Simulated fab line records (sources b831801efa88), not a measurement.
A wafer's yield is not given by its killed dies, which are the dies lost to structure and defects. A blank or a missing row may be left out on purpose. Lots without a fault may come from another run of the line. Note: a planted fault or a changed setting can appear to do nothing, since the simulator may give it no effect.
Which of the tools did it? / flow sky130 / 11 lots with 33 wafers sampled at 4 steps, on a route of 708 steps

## WHAT EACH GAUGE READ, for each wafer
SKY_CAPM_THK_MEAS_01.
lot=L292; measured=day 36 02:19; on=filmMetro-01; CAPM_CVD_00_THK (nm)=15.41 15.83 15.53
lot=L293; measured=day 36 09:05; on=filmMetro-01; CAPM_CVD_00_THK (nm)=16.06 15.54 16.09
lot=L296; measured=day 37 07:24; on=filmMetro-02; CAPM_CVD_00_THK (nm)=15.53 15.95 15.92
lot=L297; measured=day 37 20:33; on=filmMetro-03; CAPM_CVD_00_THK (nm)=12.53 12.75 15.78 12.50 12.65 15.79
lot=L300; measured=day 38 13:05; on=filmMetro-03; CAPM_CVD_00_THK (nm)=12.45 15.77 12.40 12.40 15.78 12.35
lot=L306; measured=day 40 10:16; on=filmMetro-02; CAPM_CVD_00_THK (nm)=15.26 15.56 15.45
lot=L307; measured=day 40 19:30; on=filmMetro-01; CAPM_CVD_00_THK (nm)=15.81 15.78 16.02
lot=L310; measured=day 41 22:16; on=filmMetro-02; CAPM_CVD_00_THK (nm)=15.44 15.53 15.19
lot=L312; measured=day 43 11:43; on=filmMetro-01; CAPM_CVD_00_THK (nm)=15.14 15.81 15.56
lot=L313; measured=day 43 13:38; on=filmMetro-03; CAPM_CVD_00_THK (nm)=15.08 15.70 15.29
lot=L311; measured=day 43 15:34; on=filmMetro-01; CAPM_CVD_00_THK (nm)=15.18 15.35 15.82

## WHAT TOOL EACH LOT RAN ON (gives the tool, then ch and the chambers of the sampled wafers, and finally the start)
lot=L292; SKY_METAL2_SPUTTER_02=pvdSputter-04, day 33 18:00; SKY_METAL2_SPUTTER_03=pvdSputter-04, day 33 18:02; SKY_CAPM_CVD_00=pecvd-01 ch 0,1, day 36 02:17
lot=L293; SKY_METAL2_SPUTTER_02=pvdSputter-04, day 34 01:27; SKY_METAL2_SPUTTER_03=pvdSputter-04, day 34 01:28; SKY_CAPM_CVD_00=pecvd-03 ch 0,1,2, day 36 09:02
lot=L296; SKY_METAL2_SPUTTER_02=pvdSputter-03, day 34 23:20; SKY_METAL2_SPUTTER_03=pvdSputter-03, day 34 23:21; SKY_CAPM_CVD_00=pecvd-02 ch 0,2, day 37 07:23
lot=L297; SKY_METAL2_SPUTTER_02=pvdSputter-02, day 35 13:15; SKY_METAL2_SPUTTER_03=pvdSputter-02, day 35 13:16; SKY_CAPM_CVD_00=pecvd-02 ch 0,2, day 37 20:31
lot=L300; SKY_METAL2_SPUTTER_02=pvdSputter-03, day 36 06:05; SKY_METAL2_SPUTTER_03=pvdSputter-03, day 36 06:07; SKY_CAPM_CVD_00=pecvd-02 ch 0,2, day 38 13:02
lot=L306; SKY_METAL2_SPUTTER_02=pvdSputter-04, day 38 05:01; SKY_METAL2_SPUTTER_03=pvdSputter-04, day 38 05:02; SKY_CAPM_CVD_00=pecvd-01 ch 0,1, day 40 10:15
lot=L307; SKY_METAL2_SPUTTER_02=pvdSputter-02, day 38 13:54; SKY_METAL2_SPUTTER_03=pvdSputter-02, day 38 13:55; SKY_CAPM_CVD_00=pecvd-03 ch 1,2, day 40 19:29
lot=L310; SKY_METAL2_SPUTTER_02=pvdSputter-03, day 39 17:31; SKY_METAL2_SPUTTER_03=pvdSputter-03, day 39 17:32; SKY_CAPM_CVD_00=pecvd-01 ch 0,1,2, day 41 22:14
lot=L312; SKY_METAL2_SPUTTER_02=pvdSputter-04, day 41 10:25; SKY_METAL2_SPUTTER_03=pvdSputter-04, day 41 10:26; SKY_CAPM_CVD_00=pecvd-03 ch 0,1,2, day 43 11:39
lot=L313; SKY_METAL2_SPUTTER_02=pvdSputter-02, day 41 12:17; SKY_METAL2_SPUTTER_03=pvdSputter-02, day 41 12:18; SKY_CAPM_CVD_00=pecvd-01 ch 0,1, day 43 13:37
lot=L311; SKY_METAL2_SPUTTER_02=pvdSputter-02, day 41 13:42; SKY_METAL2_SPUTTER_03=pvdSputter-02, day 41 13:44; SKY_CAPM_CVD_00=pecvd-03 ch 0,1, day 43 15:32
- SKY_METAL2_SPUTTER_02: material AlCu, target thk 250 nm, time 13.3 s.
- SKY_METAL2_SPUTTER_03: material Ti, target thk 5 nm, time 3.3 s.
- SKY_CAPM_CVD_00: deposits SiO2, target thk 15.5 nm.

## THE ANSWER, worked out from the rows above alone
Rule: the usual values come from the lots themselves. Put in order of their means at a reading, lots are off if they are a third of the lots or fewer, leave a main group of 4 or more, and stand apart from it by a gap of 3 or more times the standard deviation of the main group's means; of several such gaps the widest counts. If all means in a main group match to the digits the tables above print for the reading, that group is not used. Also off: a lot with no number at a reading for which 4 or more lots have one. The other lots that the step has rows for count as sound.
Off: L297, L300, seen at SKY_CAPM_THK_MEAS_01 (CAPM_CVD_00_THK). Main group: mean 15.59 nm, sd 0.2.
A tool fits if, at a process step before that reading, it ran every lot that is off, and no sound lot after the first of them. Those tools and the gauges at SKY_CAPM_THK_MEAS_01 are tried in the same way. One candidate fits, namely pecvd-02 at SKY_CAPM_CVD_00. Its last sound lot is L296 (day 37 07:23), its first lot that is off L297 (day 37 20:31): a fault that began between those two fits.

## WHAT THE SIMULATOR HAD PUT IN
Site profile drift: pecvd-02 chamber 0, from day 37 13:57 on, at SKY_CAPM_CVD_00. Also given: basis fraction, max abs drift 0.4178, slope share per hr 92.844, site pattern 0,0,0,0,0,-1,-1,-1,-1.
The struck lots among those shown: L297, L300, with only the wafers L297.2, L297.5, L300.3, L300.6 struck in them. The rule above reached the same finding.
